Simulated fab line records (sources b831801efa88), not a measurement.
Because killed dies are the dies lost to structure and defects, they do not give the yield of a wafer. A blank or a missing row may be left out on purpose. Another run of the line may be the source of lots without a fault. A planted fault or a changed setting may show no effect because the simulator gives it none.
Matching of chambers || flow sky130 || 4 sister chambers for SKY_FIELD_ISO_CMP_27 on cmp-01
The step polishes, stops on Si3N4, t overpolish 16 s, target thk 457.8 nm. 4 wafers are shown with their chamber, then 7 later ones without.

## EACH WAFER AND ITS CHAMBER
{"wafer": "L906.6", "chamber": 0, "motor_current_A (A)": 9.9}
{"wafer": "L909.3", "chamber": 3, "motor_current_A (A)": 10.6}
{"wafer": "L909.4", "chamber": 2, "motor_current_A (A)": 11.3}
{"wafer": "L909.5", "chamber": 1, "motor_current_A (A)": 13.2}

## WAFERS MISSING THEIR CHAMBER
{"wafer": "L912.1", "motor_current_A (A)": 10.5}
{"wafer": "L912.2", "motor_current_A (A)": 12.6}
{"wafer": "L912.3", "motor_current_A (A)": 9.4}
{"wafer": "L916.2", "motor_current_A (A)": 11.0}
{"wafer": "L916.5", "motor_current_A (A)": 11.5}
{"wafer": "L919.5", "motor_current_A (A)": 10.6}
{"wafer": "L919.6", "motor_current_A (A)": 13.4}

## CHAMBER TAKEN BY EACH
{"wafer": "L912.1", "from the rows above": "can't be placed: 3 or 0", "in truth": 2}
{"wafer": "L912.2", "from the rows above": 1, "in truth": 1}
{"wafer": "L912.3", "from the rows above": 0, "in truth": 0}
{"wafer": "L916.2", "from the rows above": "can't be placed: 2 or 3", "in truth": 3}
{"wafer": "L916.5", "from the rows above": 2, "in truth": 2}
{"wafer": "L919.5", "from the rows above": 3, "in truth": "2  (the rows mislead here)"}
{"wafer": "L919.6", "from the rows above": 1, "in truth": 1}
Correctly placed: 4 of 7. Not placeable from these rows: 2 (in 1, the candidates include the true chamber). Placed wrongly: 1.
How it was worked out, from the rows above alone: a wafer's distance from a chamber is the root of the sum, over the readings, of the square of ((its reading less the chamber's mean) divided by the reading's scatter). The wafer belongs to the nearest chamber; if the next one is less than 2 further off, it can't be placed. The mean given for a chamber averages the wafers shown for that chamber. The scatter (one wafer shown for each chamber): square how far every hidden wafer sits from the nearest shown wafer, average those squares and take the square root.
